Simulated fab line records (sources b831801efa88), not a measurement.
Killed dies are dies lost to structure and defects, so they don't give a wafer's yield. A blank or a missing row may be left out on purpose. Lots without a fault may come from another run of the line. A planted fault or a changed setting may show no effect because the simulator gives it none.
Problem report, 8D (eight disciplines) form, completed by code / flow sky130 / the parts of the form that need people (team, actions taken, sign-off) are left out

1. WHAT WENT WRONG
Wafers free of any fault read 5.36 nm (standard deviation 0.13) for SONOS_ONO_CVD_04_THK at SKY_SONOS_ONO_THK_MEAS_05, against a mean of 3.38 nm on 9 wafers of 3 lots. That puts it -15 standard deviations away from the usual mean.
First observed at day 12 12:57: wafer L872.4, on filmMetro-03. Wafers with a number at this step in the record: 39, from 13 lots. Rule for "out", or "out of limits": more than 4 standard deviations from the usual mean. The rest of the wafers with a number are treated as sound.

2. WHAT IT IS AND WHAT IT IS NOT
question=which readings at this step | is=SONOS_ONO_CVD_04_THK | is not=-
question=which lots | is=L872, L873, L874 | is not=L869, L870, L871, L883, L885, L887, L889, L890, L891, L892
question=which wafers of those lots | is=all that have a number | is not=-
question=read on which gauges | is=filmMetro-02, filmMetro-03 | is not=-
question=when | is=from day 12 12:57 | is not=up to then (9 sound wafers); but 21 sound wafers of L883, L885, L887, L889, L890, L891, L892 came after

3. THE SUSPECTS, EACH WITH WHAT RULES IT OUT
Counting: a tool at a process step up to the reading stays a suspect if it ran every lot that is out and no sound lot after the first of them.
- the gauge at SKY_SONOS_ONO_THK_MEAS_05: ruled out. Those wafers that are out were read across 2 gauges (filmMetro-02, filmMetro-03).
- lpcvd-03 at SKY_SONOS_ONO_CVD_04 (deposits SiO2 from SiH4/N2O, target thk 5.7199 nm): ruled out as a lasting fault. The sound lots L883, L885, L887, L889, L890, L891, L892 went through it after L872, its earliest lot that is out (day 12 11:40).
Left after counting: nothing in the record.

4. THE CAUSE (what the simulator had put in)
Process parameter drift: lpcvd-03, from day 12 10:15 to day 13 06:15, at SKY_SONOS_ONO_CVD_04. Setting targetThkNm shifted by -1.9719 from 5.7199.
Counting ruled it out, wrongly: the rule takes a fault to strike every lot that its tool runs from its start on, and this one did not.

5. SEQUENCE OF EFFECTS, ordered by route
Each row: a reading whose mean over the struck wafers that have a number lies more than 3 standard deviations from the usual. Readings are gone through only where the record gives a usual standard deviation; hours: the median, over the lots, of the time from a lot's start at the first step in this table giving one to that lot's start at this step; sigmas: the change measured in usual standard deviations.
hours=0; step=SKY_SONOS_ONO_THK_MEAS_05; reading=SONOS_ONO_CVD_04_THK; usual=5.36 nm; on struck wafers=3.38; change=-1.98; sigmas=-15
Later measuring or inspecting steps at which every struck wafer that the step has a row for has a number for every such reading, and none has moved that far: SKY_SONOS_ONO_OVL_MEAS_14.

6. WHAT WOULD HAVE CAUGHT IT SOONER
3 hours passed between the start of the fault at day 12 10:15 and the first reading out of limits at a measuring or inspecting step in this record, taken at day 12 12:57.
